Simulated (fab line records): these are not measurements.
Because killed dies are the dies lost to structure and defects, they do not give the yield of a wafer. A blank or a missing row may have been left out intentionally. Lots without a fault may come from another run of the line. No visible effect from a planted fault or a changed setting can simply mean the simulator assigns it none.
fab line records ; flow gf180mcu
[record] lots = 24; wafers = 72; lastDay = 34
route steps=602 shown V4@498 MIM@507 M5@533 PASSIVATION@588
lots with no fault: from the same line, run without faults
startH: hours from the record's first day to the start of the lot's first wafer shown ; waitH: hours since the lot's step before ; " repeats the value in the row above ; L1.1+2: several wafers, shown together as one row ; - no value, or no start was given ; * or withheld: withheld ; < > ~ a bound
route shown NAME@n: a module of which the file shows steps, and the number in the route of the first ; usual: mean and standard deviation over wafers with no fault ; same: alike in all rows ; chamber/n: place in a boat ; sites: each site's reading ; _std_site: the standard deviation of these ; _edge_site: inner sites' mean taken away from outer sites' mean ; radiusMm: how far each site lies from the wafer's centre ; mask NAME#n: copy n ; behind: tool/chamber where the wafer was last shaped ; hold: what put the lot on hold/how long, in hours/how the hold closed ; device: whichever transistor did not switch (one of n, p or np) ; end of line: tests of these same wafers at the route's end ; where a step has no rows: the recipe by itself ; killed: the dies lost at the first sort to structure and to defects; this is not the yield of the wafer ; map: dies across one wafer; x = killed, . = not, _ = none there
set.NAME: the setting the step ran with; set.NAME@STEP: the setting that earlier step ran with ; model.NAME: the simulator's own value behind a step, which no gauge read
route steps across a sampled set of lots; one table per step, one row per wafer
services: when a tool's chamber went out of use (startH, in hours from the record's first day, below 0 if earlier), for how many hours, and the reason
[[steps]]
[step GF_V4_SPUTTER_22]
[recipe] material = TiN; targetThkNm = 10; chamberPressurePa = 5; powerW = 4000; timeS = 40
[usual] throttleValvePct = 30.3/1.1
lot.wafer;tool;chamber;startH;waitH;throttleValvePct
L074.2;pvdSputter-04;-;561.87;0.0;29.3
L074.3;pvdSputter-04;-;561.87;0.0;29.8
L074.6;pvdSputter-04;-;561.87;0.0;31.0
L075.1;pvdSputter-04;-;566.43;0.0;28.3
L075.2;pvdSputter-04;-;566.43;0.0;31.1
L075.3;pvdSputter-04;-;566.43;0.0;29.6
L076.2;pvdSputter-01;-;580.94;0.0;30.7
L076.3;pvdSputter-01;-;580.94;0.0;30.4
L076.6;pvdSputter-01;-;580.94;0.0;30.7
L077.4;pvdSputter-04;-;587.80;0.0;29.5
L077.5;pvdSputter-04;-;587.80;0.0;31.0
L077.6;pvdSputter-04;-;587.80;0.0;29.1
L078.1;pvdSputter-02;-;594.89;0.0;29.9
L078.2;pvdSputter-02;-;594.89;0.0;32.7
L078.5;pvdSputter-02;-;594.89;0.0;32.5
L079.1;pvdSputter-01;-;611.53;0.0;30.7
L079.3;pvdSputter-01;-;611.53;0.0;29.6
L079.5;pvdSputter-01;-;611.53;0.0;30.7
L080.2;pvdSputter-02;-;617.52;0.0;30.1
L080.4;pvdSputter-02;-;617.52;0.0;29.7
L080.5;pvdSputter-02;-;617.52;0.0;30.1
L081.1;pvdSputter-01;-;619.80;0.0;31.1
L081.2;pvdSputter-01;-;619.80;0.0;30.5
L081.6;pvdSputter-01;-;619.80;0.0;29.5
L082.2;pvdSputter-04;-;629.17;0.0;29.6
L082.4;pvdSputter-04;-;629.17;0.0;31.0
L082.6;pvdSputter-04;-;629.17;0.0;30.2
L083.3;pvdSputter-02;-;633.73;0.0;29.8
L083.4;pvdSputter-02;-;633.73;0.0;29.6
L083.6;pvdSputter-02;-;633.73;0.0;32.3
L084.2;pvdSputter-04;-;643.24;0.0;29.7
L084.4;pvdSputter-04;-;643.24;0.0;29.2
L084.6;pvdSputter-04;-;643.24;0.0;28.5
L085.1;pvdSputter-02;-;647.87;0.0;30.6
L085.3;pvdSputter-02;-;647.87;0.0;30.0
L085.6;pvdSputter-02;-;647.87;0.0;29.9
L086.1;pvdSputter-02;-;652.97;0.0;32.4
L086.4;pvdSputter-02;-;652.97;0.0;29.9
L086.5;pvdSputter-02;-;652.97;0.0;32.7
L087.2;pvdSputter-04;-;669.44;0.0;29.6
L087.4;pvdSputter-04;-;669.44;0.0;30.7
L087.6;pvdSputter-04;-;669.44;0.0;28.4
L088.2;pvdSputter-04;-;672.48;0.0;29.9
L088.4;pvdSputter-04;-;672.48;0.0;31.2
L088.5;pvdSputter-04;-;672.48;0.0;29.6
L089.1;pvdSputter-01;-;678.27;0.0;29.8
L089.2;pvdSputter-01;-;678.27;0.0;31.0
L089.5;pvdSputter-01;-;678.27;0.0;30.4
L090.3;pvdSputter-02;-;682.26;0.0;29.9
L090.5;pvdSputter-02;-;682.26;0.0;29.7
L090.6;pvdSputter-02;-;682.26;0.0;32.4
L091.1;pvdSputter-01;-;692.37;0.0;29.6
L091.2;pvdSputter-01;-;692.37;0.0;30.6
L091.3;pvdSputter-01;-;692.37;0.0;31.2
L092.1;pvdSputter-02;-;704.30;0.0;30.5
L092.3;pvdSputter-02;-;704.30;0.0;30.1
L092.5;pvdSputter-02;-;704.30;0.0;32.8
L093.1;pvdSputter-02;-;709.93;0.0;32.6
L093.3;pvdSputter-02;-;709.93;0.0;30.6
L093.5;pvdSputter-02;-;709.93;0.0;32.3
L094.2;pvdSputter-04;-;716.18;0.0;29.2
L094.4;pvdSputter-04;-;716.18;0.0;28.6
L094.5;pvdSputter-04;-;716.18;0.0;31.0
L095.2;pvdSputter-01;-;718.52;0.0;29.5
L095.3;pvdSputter-01;-;718.52;0.0;30.9
L095.5;pvdSputter-01;-;718.52;0.0;30.6
L097.1;pvdSputter-04;-;731.76;0.0;29.4
L097.3;pvdSputter-04;-;731.76;0.0;28.3
L097.4;pvdSputter-04;-;731.76;0.0;30.8
L096.1;pvdSputter-04;-;733.06;0.0;29.5
L096.3;pvdSputter-04;-;733.06;0.0;31.1
L096.5;pvdSputter-04;-;733.06;0.0;28.4
[step GF_MIM_SPUTTER_04]
[recipe] material = TiN; targetThkNm = 50; powerW = 6500; timeS = 41.7; chamberPressurePa = 0.4
[usual] throttleValvePct = 30.1/1.1
lot.wafer;tool;chamber;startH;waitH;throttleValvePct
L074.2;pvdSputter-02;-;562.69;0.0;29.8
L074.3;pvdSputter-02;-;562.69;0.0;29.9
L074.6;pvdSputter-02;-;562.69;0.0;29.7
L075.1;pvdSputter-03;-;567.24;0.0;28.7
L075.2;pvdSputter-03;-;567.24;0.0;29.2
L075.3;pvdSputter-03;-;567.24;0.0;30.4
L076.2;pvdSputter-04;-;581.75;0.0;29.8
L076.3;pvdSputter-04;-;581.75;0.0;30.9
L076.6;pvdSputter-04;-;581.75;0.0;28.6
L077.4;pvdSputter-03;-;588.61;0.0;28.8
L077.5;pvdSputter-03;-;588.61;0.0;29.0
L077.6;pvdSputter-03;-;588.61;0.0;30.8
L078.1;pvdSputter-03;-;595.70;0.0;30.8
L078.2;pvdSputter-03;-;595.70;0.0;30.5
L078.5;pvdSputter-03;-;595.70;0.0;29.2
L079.1;pvdSputter-02;-;612.34;0.0;30.0
L079.3;pvdSputter-02;-;612.34;0.0;32.0
L079.5;pvdSputter-02;-;612.34;0.0;32.5
L080.2;pvdSputter-04;-;618.33;0.0;29.8
L080.4;pvdSputter-04;-;618.33;0.0;29.3
L080.5;pvdSputter-04;-;618.33;0.0;29.2
L081.1;pvdSputter-02;-;620.62;0.0;29.9
L081.2;pvdSputter-02;-;620.62;0.0;30.7
L081.6;pvdSputter-02;-;620.62;0.0;30.0
L082.2;pvdSputter-02;-;630.16;0.0;30.2
L082.4;pvdSputter-02;-;630.16;0.0;29.6
L082.6;pvdSputter-02;-;630.16;0.0;32.5
L083.3;pvdSputter-02;-;634.54;0.0;30.7
L083.4;pvdSputter-02;-;634.54;0.0;32.2
L083.6;pvdSputter-02;-;634.54;0.0;29.9
L084.2;pvdSputter-03;-;644.17;0.0;30.3
L084.4;pvdSputter-03;-;644.17;0.0;30.6
L084.6;pvdSputter-03;-;644.17;0.0;31.0
L085.1;pvdSputter-04;-;648.68;0.0;29.6
L085.3;pvdSputter-04;-;648.68;0.0;31.0
L085.6;pvdSputter-04;-;648.68;0.0;29.9
L086.1;pvdSputter-02;-;653.85;0.0;32.4
L086.4;pvdSputter-02;-;653.85;0.0;30.3
L086.5;pvdSputter-02;-;653.85;0.0;32.6
L087.2;pvdSputter-04;-;670.25;0.0;29.3
L087.4;pvdSputter-04;-;670.25;0.0;28.7
L087.6;pvdSputter-04;-;670.25;0.0;28.5
L088.2;pvdSputter-02;-;673.29;0.0;30.3
L088.4;pvdSputter-02;-;673.29;0.0;32.6
L088.5;pvdSputter-02;-;673.29;0.0;29.7
L089.1;pvdSputter-04;-;679.08;0.0;28.7
L089.2;pvdSputter-04;-;679.08;0.0;29.5
L089.5;pvdSputter-04;-;679.08;0.0;28.4
L090.3;pvdSputter-04;-;683.16;0.0;29.6
L090.5;pvdSputter-04;-;683.16;0.0;29.5
L090.6;pvdSputter-04;-;683.16;0.0;28.4
L091.1;pvdSputter-04;-;693.18;0.0;29.7
L091.2;pvdSputter-04;-;693.18;0.0;28.3
L091.3;pvdSputter-04;-;693.18;0.0;31.1
L092.1;pvdSputter-02;-;705.11;0.0;30.6
L092.3;pvdSputter-02;-;705.11;0.0;29.7
L092.5;pvdSputter-02;-;705.11;0.0;29.7
L093.1;pvdSputter-03;-;710.74;0.0;28.9
L093.3;pvdSputter-03;-;710.74;0.0;29.0
L093.5;pvdSputter-03;-;710.74;0.0;29.1
L094.2;pvdSputter-02;-;716.99;0.0;29.6
L094.4;pvdSputter-02;-;716.99;0.0;30.4
L094.5;pvdSputter-02;-;716.99;0.0;30.5
L095.2;pvdSputter-03;-;719.33;0.0;30.8
L095.3;pvdSputter-03;-;719.33;0.0;28.9
L095.5;pvdSputter-03;-;719.33;0.0;29.0
L097.1;pvdSputter-04;-;732.60;0.0;31.0
L097.3;pvdSputter-04;-;732.60;0.0;28.2
L097.4;pvdSputter-04;-;732.60;0.0;29.1
L096.1;pvdSputter-02;-;733.88;0.0;32.5
L096.3;pvdSputter-02;-;733.88;0.0;30.4
L096.5;pvdSputter-02;-;733.88;0.0;32.5
[step GF_MIM_SPUTTER_07]
[recipe] material = TiN; targetThkNm = 60; powerW = 6500; timeS = 50; chamberPressurePa = 0.4
[usual] throttleValvePct = 30.0/1.1
lot.wafer;tool;chamber;startH;waitH;throttleValvePct
L074.2;pvdSputter-02;-;562.82;0.0;32.4
L074.3;pvdSputter-02;-;562.82;0.0;30.9
L074.6;pvdSputter-02;-;562.82;0.0;29.9
L075.1;pvdSputter-04;-;567.37;0.1;29.2
L075.2;pvdSputter-04;-;567.37;0.1;30.0
L075.3;pvdSputter-04;-;567.37;0.1;28.5
L076.2;pvdSputter-03;-;581.89;0.0;30.9
L076.3;pvdSputter-03;-;581.89;0.0;30.1
L076.6;pvdSputter-03;-;581.89;0.0;29.1
L077.4;pvdSputter-03;-;588.74;0.0;30.6
L077.5;pvdSputter-03;-;588.74;0.0;29.2
L077.6;pvdSputter-03;-;588.74;0.0;28.8
L078.1;pvdSputter-04;-;595.83;0.1;28.4
L078.2;pvdSputter-04;-;595.83;0.1;29.5
L078.5;pvdSputter-04;-;595.83;0.1;28.4
L079.1;pvdSputter-03;-;612.47;0.1;30.9
L079.3;pvdSputter-03;-;612.47;0.1;30.6
L079.5;pvdSputter-03;-;612.47;0.1;29.0
L080.2;pvdSputter-03;-;618.47;0.0;28.6
L080.4;pvdSputter-03;-;618.47;0.0;29.3
L080.5;pvdSputter-03;-;618.47;0.0;28.7
L081.1;pvdSputter-04;-;620.75;0.1;29.1
L081.2;pvdSputter-04;-;620.75;0.1;29.7
L081.6;pvdSputter-04;-;620.75;0.1;28.3
L082.2;pvdSputter-04;-;630.29;0.0;31.3
L082.4;pvdSputter-04;-;630.29;0.0;29.5
L082.6;pvdSputter-04;-;630.29;0.0;28.5
L083.3;pvdSputter-04;-;634.67;0.0;28.6
L083.4;pvdSputter-04;-;634.67;0.0;29.8
L083.6;pvdSputter-04;-;634.67;0.0;28.7
L084.2;pvdSputter-02;-;644.30;0.0;32.5
L084.4;pvdSputter-02;-;644.30;0.0;32.4
L084.6;pvdSputter-02;-;644.30;0.0;30.8
L085.1;pvdSputter-02;-;648.82;0.1;29.8
L085.3;pvdSputter-02;-;648.82;0.1;32.5
L085.6;pvdSputter-02;-;648.82;0.1;32.4
L086.1;pvdSputter-03;-;653.98;0.1;29.0
L086.4;pvdSputter-03;-;653.98;0.1;29.1
L086.5;pvdSputter-03;-;653.98;0.1;28.8
L087.2;pvdSputter-02;-;670.44;0.0;30.4
L087.4;pvdSputter-02;-;670.44;0.0;32.5
L087.6;pvdSputter-02;-;670.44;0.0;32.8
L088.2;pvdSputter-04;-;673.42;0.0;29.1
L088.4;pvdSputter-04;-;673.42;0.0;29.6
L088.5;pvdSputter-04;-;673.42;0.0;31.0
L089.1;pvdSputter-02;-;679.22;0.1;30.5
L089.2;pvdSputter-02;-;679.22;0.1;30.0
L089.5;pvdSputter-02;-;679.22;0.1;32.2
L090.3;pvdSputter-03;-;683.29;0.0;29.3
L090.5;pvdSputter-03;-;683.29;0.0;30.8
L090.6;pvdSputter-03;-;683.29;0.0;30.4
L091.1;pvdSputter-03;-;693.32;0.1;28.7
L091.2;pvdSputter-03;-;693.32;0.1;29.0
L091.3;pvdSputter-03;-;693.32;0.1;30.6
L092.1;pvdSputter-04;-;705.26;0.1;29.1
L092.3;pvdSputter-04;-;705.26;0.1;30.9
L092.5;pvdSputter-04;-;705.26;0.1;29.3
L093.1;pvdSputter-02;-;710.87;0.1;32.6
L093.3;pvdSputter-02;-;710.87;0.1;29.6
L093.5;pvdSputter-02;-;710.87;0.1;29.6
L094.2;pvdSputter-04;-;717.12;0.0;29.7
L094.4;pvdSputter-04;-;717.12;0.0;31.1
L094.5;pvdSputter-04;-;717.12;0.0;29.3
L095.2;pvdSputter-02;-;719.46;0.0;32.4
L095.3;pvdSputter-02;-;719.46;0.0;30.0
L095.5;pvdSputter-02;-;719.46;0.0;30.5
L097.1;pvdSputter-02;-;732.73;0.1;32.5
L097.3;pvdSputter-02;-;732.73;0.1;30.7
L097.4;pvdSputter-02;-;732.73;0.1;30.1
L096.1;pvdSputter-04;-;734.01;0.1;28.5
L096.3;pvdSputter-04;-;734.01;0.1;29.2
L096.5;pvdSputter-04;-;734.01;0.1;30.9
[step GF_M5_CD_MEAS_07]
[recipe] targetCdNm = 280
[usual] cdNm = 280.0/1.2
lot.wafer;tool;chamber;startH;waitH;cdNm
L074.2;cdSem-02;-;605.40;0.1;279.0
L074.3;cdSem-02;-;605.40;0.1;279.0
L074.6;cdSem-02;-;605.40;0.1;279.8
L075.1;cdSem-01;-;611.38;0.1;280.7
L075.2;cdSem-01;-;611.38;0.1;280.9
L075.3;cdSem-01;-;611.38;0.1;281.2
L076.2;cdSem-01;-;623.47;0.1;282.1
L076.3;cdSem-01;-;623.47;0.1;281.0
L076.6;cdSem-01;-;623.47;0.1;281.9
L077.4;cdSem-01;-;630.36;0.1;282.2
L077.5;cdSem-01;-;630.36;0.1;282.5
L077.6;cdSem-01;-;630.36;0.1;283.3
L078.1;cdSem-01;-;636.96;0.1;278.9
L078.2;cdSem-01;-;636.96;0.1;278.6
L078.5;cdSem-01;-;636.96;0.1;279.6
L079.1;cdSem-01;-;653.71;0.1;280.5
L079.3;cdSem-01;-;653.71;0.1;279.8
L079.5;cdSem-01;-;653.71;0.1;279.8
L080.2;cdSem-01;-;658.47;0.2;280.9
L080.4;cdSem-01;-;658.47;0.2;280.7
L080.5;cdSem-01;-;658.47;0.2;280.3
L081.1;cdSem-01;-;660.36;0.1;279.2
L081.2;cdSem-01;-;660.36;0.1;278.9
L081.6;cdSem-01;-;660.36;0.1;278.5
L082.2;cdSem-01;-;670.83;0.1;280.1
L082.4;cdSem-01;-;670.83;0.1;279.8
L082.6;cdSem-01;-;670.83;0.1;279.2
L083.3;cdSem-02;-;674.55;0.1;280.1
L083.4;cdSem-02;-;674.55;0.1;279.2
L083.6;cdSem-02;-;674.55;0.1;278.6
L084.2;cdSem-01;-;683.53;0.1;279.9
L084.4;cdSem-01;-;683.53;0.1;280.8
L084.6;cdSem-01;-;683.53;0.1;280.4
L085.1;cdSem-02;-;687.33;0.1;279.2
L085.3;cdSem-02;-;687.33;0.1;279.2
L085.6;cdSem-02;-;687.33;0.1;280.1
L086.1;cdSem-02;-;692.75;0.1;280.2
L086.4;cdSem-02;-;692.75;0.1;280.5
L086.5;cdSem-02;-;692.75;0.1;281.3
L087.2;cdSem-02;-;709.05;0.1;279.8
L087.4;cdSem-02;-;709.05;0.1;279.8
L087.6;cdSem-02;-;709.05;0.1;279.0
L088.2;cdSem-02;-;710.65;0.1;277.2
L088.4;cdSem-02;-;710.65;0.1;278.5
L088.5;cdSem-02;-;710.65;0.1;277.4
L089.1;cdSem-01;-;715.95;0.1;280.9
L089.2;cdSem-01;-;715.95;0.1;280.1
L089.5;cdSem-01;-;715.95;0.1;281.7
L090.3;cdSem-01;-;719.14;0.1;278.9
L090.5;cdSem-01;-;719.14;0.1;279.7
L090.6;cdSem-01;-;719.14;0.1;280.2
L091.1;cdSem-01;-;730.23;0.1;280.2
L091.2;cdSem-01;-;730.23;0.1;280.2
L091.3;cdSem-01;-;730.23;0.1;281.2
L092.1;cdSem-02;-;739.80;0.1;279.4
L092.3;cdSem-02;-;739.80;0.1;279.4
L092.5;cdSem-02;-;739.80;0.1;279.3
L093.1;cdSem-02;-;745.71;0.1;281.0
L093.3;cdSem-02;-;745.71;0.1;278.9
L093.5;cdSem-02;-;745.71;0.1;280.2
L094.2;cdSem-01;-;752.27;0.1;280.9
L094.4;cdSem-01;-;752.27;0.1;282.3
L094.5;cdSem-01;-;752.27;0.1;280.7
L095.2;cdSem-02;-;753.98;0.1;279.8
L095.3;cdSem-02;-;753.98;0.1;279.6
L095.5;cdSem-02;-;753.98;0.1;279.9
L097.1;cdSem-02;-;766.55;0.1;276.8
L097.3;cdSem-02;-;766.55;0.1;278.7
L097.4;cdSem-02;-;766.55;0.1;277.0
L096.1;cdSem-02;-;767.91;0.1;278.1
L096.3;cdSem-02;-;767.91;0.1;280.1
L096.5;cdSem-02;-;767.91;0.1;278.5
[step GF_PASSIVATION_THK_MEAS_01]
[recipe] reads = SiO2_of_PASSIVATION_CVD_00
[usual] PASSIVATION_CVD_00_THK = 1005/14
lot.wafer;tool;chamber;startH;waitH;PASSIVATION_CVD_00_THK[nm]
L074.2;filmMetro-01;-;650.27;0.0;990
L074.3;filmMetro-01;-;650.27;0.0;1005
L074.6;filmMetro-01;-;650.27;0.0;1015
L075.1;filmMetro-04;-;655.27;0.0;983
L075.2;filmMetro-04;-;655.27;0.0;993
L075.3;filmMetro-04;-;655.27;0.0;990
L076.2;filmMetro-02;-;666.52;0.0;993
L076.3;filmMetro-02;-;666.52;0.0;1002
L076.6;filmMetro-02;-;666.52;0.0;1003
L077.4;filmMetro-04;-;673.94;0.0;1024
L077.5;filmMetro-04;-;673.94;0.0;1015
L077.6;filmMetro-04;-;673.94;0.0;1009
L078.1;filmMetro-01;-;680.09;0.0;1014
L078.2;filmMetro-01;-;680.09;0.0;990
L078.5;filmMetro-01;-;680.09;0.0;1024
L079.1;filmMetro-04;-;696.62;0.0;1010
L079.3;filmMetro-04;-;696.62;0.0;1001
L079.5;filmMetro-04;-;696.62;0.0;1026
L080.2;filmMetro-04;-;700.65;0.0;1009
L080.4;filmMetro-04;-;700.65;0.0;1028
L080.5;filmMetro-04;-;700.65;0.0;1016
L081.1;filmMetro-01;-;702.14;0.0;993
L081.2;filmMetro-01;-;702.14;0.0;997
L081.6;filmMetro-01;-;702.14;0.0;1015
L082.2;filmMetro-01;-;711.59;0.1;995
L082.4;filmMetro-01;-;711.59;0.1;1016
L082.6;filmMetro-01;-;711.59;0.1;986
L083.3;filmMetro-01;-;716.68;0.1;1007
L083.4;filmMetro-01;-;716.68;0.1;998
L083.6;filmMetro-01;-;716.68;0.1;1032
L084.2;filmMetro-02;-;724.58;0.0;999
L084.4;filmMetro-02;-;724.58;0.0;1028
L084.6;filmMetro-02;-;724.58;0.0;1015
L085.1;filmMetro-01;-;727.69;0.1;967
L085.3;filmMetro-01;-;727.69;0.1;991
L085.6;filmMetro-01;-;727.69;0.1;984
L086.1;filmMetro-01;-;733.38;0.0;984
L086.4;filmMetro-01;-;733.38;0.0;1013
L086.5;filmMetro-01;-;733.38;0.0;1030
L087.2;filmMetro-02;-;748.46;0.0;987
L087.4;filmMetro-02;-;748.46;0.0;1028
L087.6;filmMetro-02;-;748.46;0.0;1011
L088.2;filmMetro-04;-;750.37;0.0;1003
L088.4;filmMetro-04;-;750.37;0.0;1012
L088.5;filmMetro-04;-;750.37;0.0;1010
L089.1;filmMetro-04;-;754.26;0.0;996
L089.2;filmMetro-04;-;754.26;0.0;986
L089.5;filmMetro-04;-;754.26;0.0;1000
L090.3;filmMetro-02;-;757.40;0.1;1015
L090.5;filmMetro-02;-;757.40;0.1;1024
L090.6;filmMetro-02;-;757.40;0.1;1034
L091.1;filmMetro-02;-;767.15;0.0;992
L091.2;filmMetro-02;-;767.15;0.0;1013
L091.3;filmMetro-02;-;767.15;0.0;1021
L092.1;filmMetro-04;-;775.52;0.0;971
L092.3;filmMetro-04;-;775.52;0.0;1011
L092.5;filmMetro-04;-;775.52;0.0;1005
L093.1;filmMetro-04;-;781.99;0.0;999
L093.3;filmMetro-04;-;781.99;0.0;990
L093.5;filmMetro-04;-;781.99;0.0;991
L094.2;filmMetro-01;-;787.93;0.0;992
L094.4;filmMetro-01;-;787.93;0.0;995
L094.5;filmMetro-01;-;787.93;0.0;1004
L095.2;filmMetro-02;-;790.89;0.0;1007
L095.3;filmMetro-02;-;790.89;0.0;992
L095.5;filmMetro-02;-;790.89;0.0;1032
L097.1;filmMetro-04;-;801.10;0.0;984
L097.3;filmMetro-04;-;801.10;0.0;1008
L097.4;filmMetro-04;-;801.10;0.0;1011
L096.1;filmMetro-04;-;803.87;0.0;996
L096.3;filmMetro-04;-;803.87;0.0;1006
L096.5;filmMetro-04;-;803.87;0.0;1024
[step GF_PASSIVATION_ETCH_11]
[recipe] chemistry = CF4/O2; targetDepthNm = 2040; stopOn = TiN; sourceW = 800; biasW = 150; pressureMtorr = 150; cf4FlowSccm = 80; O2_flow_sccm = 10; timeS = 453.3
[usual] cf4FlowSccm = 79.98/0.22; drypumpMotorCurrentA = 5.8/0.53; oesProductAu = 0.990/0.0081; throttleValvePct = 5.967/0.0093
lot.wafer;tool;chamber;startH;waitH;cf4FlowSccm;drypumpMotorCurrentA;oesProductAu;rfHoursCounterH;throttleValvePct
L074.2;rieDiel-01;0;669.88;-;79.86;5.8;0.975;2;5.968
L074.3;rieDiel-01;3;669.88;-;79.75;4.8;1.003;8;5.979
L074.6;rieDiel-01;2;669.88;-;80.01;5.8;0.997;-;5.965
L075.1;rieDiel-04;2;675.13;-;79.85;5.8;0.995;14;5.966
L075.2;rieDiel-04;1;675.13;-;79.56;6.5;0.985;12;5.962
L075.3;rieDiel-04;3;675.13;-;80.17;5.4;0.988;15;5.971
L076.2;rieDiel-01;1;685.60;-;79.96;6.0;0.987;47;5.958
L076.3;rieDiel-01;0;685.60;-;79.69;5.8;0.970;3;5.957
L076.6;rieDiel-01;2;685.60;-;79.67;5.8;0.994;-;5.964
L077.4;rieDiel-02;2;693.04;-;79.98;6.1;0.996;25;5.984
L077.5;rieDiel-02;2;693.04;-;80.39;6.1;0.996;-;5.981
L077.6;rieDiel-02;1;693.04;-;80.00;5.5;0.998;-;5.950
L078.1;rieDiel-02;1;698.59;-;79.84;5.5;0.996;10;5.972
L078.2;rieDiel-02;0;698.59;-;79.70;6.2;0.983;2;5.963
L078.5;rieDiel-02;2;698.59;-;79.77;6.1;0.994;-;5.976
L079.1;rieDiel-04;0;714.85;-;79.86;6.7;1.004;17;5.985
L079.3;rieDiel-04;3;714.85;-;80.24;5.4;0.988;16;5.972
L079.5;rieDiel-04;2;714.85;-;79.79;5.8;0.997;-;5.976
L080.2;rieDiel-04;0;718.75;-;80.39;6.7;0.993;17;5.976
L080.4;rieDiel-04;0;718.75;-;80.69;6.7;0.989;-;5.975
L080.5;rieDiel-04;3;718.75;-;80.18;5.4;0.985;-;5.976
L081.1;rieDiel-04;0;720.48;-;79.98;6.6;1.003;17;5.963
L081.2;rieDiel-04;3;720.48;-;80.19;5.4;0.989;17;5.976
L081.6;rieDiel-04;1;720.48;-;79.85;6.5;0.986;-;5.977
L082.2;rieDiel-02;1;729.88;-;80.30;5.6;0.989;11;5.980
L082.4;rieDiel-02;2;729.88;-;79.91;6.1;1.003;27;5.962
L082.6;rieDiel-02;0;729.88;-;80.05;6.1;0.984;-;5.964
L083.3;rieDiel-01;1;734.44;-;79.92;6.1;0.989;49;5.964
L083.4;rieDiel-01;1;734.44;-;79.92;6.0;0.998;-;5.972
L083.6;rieDiel-01;2;734.44;-;79.69;5.8;0.989;-;5.960
L084.2;rieDiel-04;2;742.09;-;79.82;5.8;0.993;16;5.966
L084.4;rieDiel-04;1;742.09;-;79.81;6.5;0.983;15;5.965
L084.6;rieDiel-04;0;742.09;-;80.02;6.6;1.006;-;5.976
L085.1;rieDiel-01;1;744.59;-;79.89;6.1;1.002;49;5.970
L085.3;rieDiel-01;2;744.59;-;80.16;5.8;0.993;6;5.972
L085.6;rieDiel-01;3;744.59;-;79.97;4.8;0.986;-;5.967
L086.1;rieDiel-01;3;750.69;-;79.61;4.8;0.990;12;5.955
L086.4;rieDiel-01;1;750.69;-;80.16;6.0;0.997;49;5.966
L086.5;rieDiel-01;3;750.69;-;79.80;4.8;0.996;-;5.970
L087.2;rieDiel-01;2;765.14;-;80.30;5.8;0.988;7;5.986
L087.4;rieDiel-01;0;765.14;-;80.33;5.8;0.960;-;5.961
L087.6;rieDiel-01;3;765.14;-;80.14;4.8;0.999;-;5.968
L088.2;rieDiel-01;2;766.68;-;80.40;5.8;0.997;8;5.968
L088.4;rieDiel-01;0;766.68;-;79.90;5.8;0.976;-;5.947
L088.5;rieDiel-01;3;766.68;-;80.26;4.8;0.996;-;5.957
L089.1;rieDiel-04;1;769.90;-;79.70;6.6;0.985;16;5.962
L089.2;rieDiel-04;2;769.90;-;80.17;5.8;1.000;17;5.972
L089.5;rieDiel-04;0;769.90;-;79.80;6.7;0.994;-;5.967
L090.3;rieDiel-04;3;773.79;-;79.97;5.4;0.980;19;5.946
L090.5;rieDiel-04;0;773.79;-;79.73;6.6;0.990;-;5.961
L090.6;rieDiel-04;1;773.79;-;80.01;6.5;0.982;-;5.968
L091.1;rieDiel-02;0;783.39;-;80.53;6.1;0.984;6;5.967
L091.2;rieDiel-02;3;783.39;-;79.97;5.4;0.987;10;5.980
L091.3;rieDiel-02;1;783.39;-;80.01;5.5;1.002;14;5.952
L092.1;rieDiel-01;0;791.73;-;80.14;5.8;0.982;8;5.975
L092.3;rieDiel-01;0;791.73;-;79.74;5.8;0.984;-;5.962
L092.5;rieDiel-01;0;791.73;-;80.08;5.8;0.974;-;5.973
L093.1;rieDiel-04;3;796.93;-;79.74;5.4;0.980;21;5.952
L093.3;rieDiel-04;2;796.93;-;80.01;5.8;0.991;18;5.967
L093.5;rieDiel-04;0;796.93;-;80.19;6.6;0.993;-;5.965
L094.2;rieDiel-02;0;803.69;-;79.62;6.2;0.986;8;5.968
L094.4;rieDiel-02;2;803.69;-;79.87;6.1;0.990;31;5.964
L094.5;rieDiel-02;3;803.69;-;79.97;5.4;0.988;-;5.952
L095.2;rieDiel-02;3;805.69;-;80.23;5.4;0.991;12;5.964
L095.3;rieDiel-02;1;805.69;-;80.08;5.6;0.995;15;5.975
L095.5;rieDiel-02;2;805.69;-;80.05;6.1;0.991;-;5.969
L097.1;rieDiel-04;1;815.14;-;79.80;6.5;0.976;19;5.951
L097.3;rieDiel-04;2;815.14;-;80.71;5.8;0.989;19;5.959
L097.4;rieDiel-04;3;815.14;-;79.98;5.4;0.987;22;5.976
L096.1;rieDiel-01;3;818.44;-;80.22;4.8;0.992;16;5.967
L096.3;rieDiel-01;2;818.44;-;80.09;5.8;0.981;11;5.964
L096.5;rieDiel-01;2;818.44;-;80.38;5.8;0.991;-;5.969
[[services]]
tool;chamber;startH;hours;kind
pvdSputter-04;-;543.65;1.7;repair
pvdSputter-02;-;592.74;2.0;repair
rieDiel-01;3;605.63;1.7;repair
rieDiel-02;2;610.76;3.8;repair
rieDiel-01;3;625.14;8.8;repair
pvdSputter-03;-;634.51;2.5;repair
pvdSputter-04;-;635.54;5.4;repair
rieDiel-02;1;666.27;4.6;repair
pvdSputter-01;-;669.01;8.0;repair
rieDiel-01;2;676.23;5.7;repair
pvdSputter-04;3;693.22;-;consumableReplace:kit
pvdSputter-01;-;694.80;3.5;repair
rieDiel-04;-;702.54;1.2;repair
rieDiel-02;2;707.32;4.9;repair
rieDiel-04;2;718.39;4.1;repair
rieDiel-04;1;721.01;2.4;repair
rieDiel-01;0;733.54;4.1;repair
pvdSputter-01;-;739.03;3.0;repair
rieDiel-04;-;767.77;0.7;repair
pvdSputter-02;-;775.93;1.1;repair
rieDiel-02;2;781.17;5.8;repair
rieDiel-01;1;784.06;25.0;repair
rieDiel-01;3;784.56;8.0;repair
pvdSputter-02;-;795.67;8.2;repair
[[key]]
fault none
